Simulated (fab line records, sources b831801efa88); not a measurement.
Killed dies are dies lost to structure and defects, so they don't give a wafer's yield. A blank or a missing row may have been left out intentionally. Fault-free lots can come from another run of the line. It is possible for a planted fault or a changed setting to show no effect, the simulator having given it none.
Comparing a struck lot with a sound one	flow sky130	14 out of 708 route steps
Sound: these wafers, L563.2, L563.5, L563.6. Struck: wafers L573.3, L573.4, L573.5. Last of all comes the cause.
At each step with rows: each side's tool, then ch and its chambers, then its first start. Under that, the readings that differ: sound wafers	struck wafers	difference of the means	sigmas: that difference in standard deviations of wafers without a fault.
alike: same words and numbers on both sides, and readings whose means sit less than 2 such deviations apart. not compared: any withheld reading, any reading some wafer has no value for, any bound like >300 that may hide the same value, and any number with overlapping values for which the record gives no deviation.
A row with sigmas, a row that says differs or no value, or rows on one side alone: a step with any of these is where the two part. When numbers do not overlap yet have no deviation, they are printed without sigmas and do not part them. A reading that every wafer of one side lacks parts them only if that side has two wafers or more.

first, 1 step without rows for these wafers: SKY_POLY_CUT_DEVELOP_07 (develop time 60 s).
SKY_POLY_CUT_CD_MEAS_08: the cd target is 270 nm.
  sound on cd_sem-01 at day 26 20:29; struck on cd_sem-01 at day 30 13:07
  alike: cd_nm
SKY_POLY_CUT_OVL_MEAS_09:
  sound on overlay-01 at day 26 20:35; struck on overlay-02 at day 30 13:12
  alike: POLY_CUT_OVL
SKY_POLY_CUT_ETCH_10: etches BARC in N2/H2, stops on SiO2, time 45.9 s, target depth 60 nm.
  sound on rie_diel-01 ch 1,2,3, day 26 20:37; struck on rie_diel-01 ch 0,1,2, day 30 13:13
  alike: drypump_motor_current_A, oes_product_au, throttle_valve_pct
  not compared: rf_hours_counter_h
SKY_POLY_CUT_ETCH_11: etches Si3N4 in CF4/CH2F2/Ar, stops on poly-Si, time 42.5 s, target depth 60 nm.
  sound on rie_diel-01 ch 1,2,3, day 26 20:40; struck on rie_diel-01 ch 0,1,2, day 30 13:16
reading	sound	struck	difference	sigmas
oes_product_au (a.u.)	0.823 0.825 0.824	0.841 0.840 0.842	+0.017	+3
  alike: drypump_motor_current_A, throttle_valve_pct
  not compared: rf_hours_counter_h
SKY_POLY_CUT_STRIP_12: strips in O2/N2.
  sound on plasma_asher-03 ch 0,1, day 26 20:43; struck on plasma_asher-04 ch 0,1, day 30 13:20
reading	sound	struck	difference	sigmas
drypump_motor_current_A (A)	4.8 5.2 4.8	6.2 5.8 5.8	+1.0	+2
  alike: oes_product_au, strip_time_to_endpoint_s
  not compared: rf_hours_counter_h
then, 6 steps without rows for these wafers: SKY_SD_P_DEHYDRATE_00 (time 60 s); SKY_SD_P_HMDS_01 (prime time 60 s); SKY_SD_P_COAT_02 (resist thk 1140 nm); SKY_SD_P_SOFTBAKE_03 (time 60 s); SKY_SD_P_EXPOSE_04 (exposes mask PSDM, target cd 380 nm); SKY_SD_P_PEB_05.
SKY_SD_P_DEVELOP_06: develop time 60 s.
  sound on litho_track-04 ch 0, day 28 01:31; struck on litho_track-02 ch 0, day 31 16:46
SKY_SD_P_CD_MEAS_07: the cd target is 380 nm.
  sound on cd_sem-02 at day 28 01:39; struck on cd_sem-02 at day 31 17:11
reading	sound	struck	difference	sigmas
cd_nm (nm)	380.1 380.8 378.9	150.4 150.5 149.9	-229.7	-88
  not compared: hold

## WHERE THEY PART
At SKY_POLY_CUT_ETCH_11 first; at SKY_SD_P_CD_MEAS_07 last (within this record only).

WHY: what had been put in by the simulator
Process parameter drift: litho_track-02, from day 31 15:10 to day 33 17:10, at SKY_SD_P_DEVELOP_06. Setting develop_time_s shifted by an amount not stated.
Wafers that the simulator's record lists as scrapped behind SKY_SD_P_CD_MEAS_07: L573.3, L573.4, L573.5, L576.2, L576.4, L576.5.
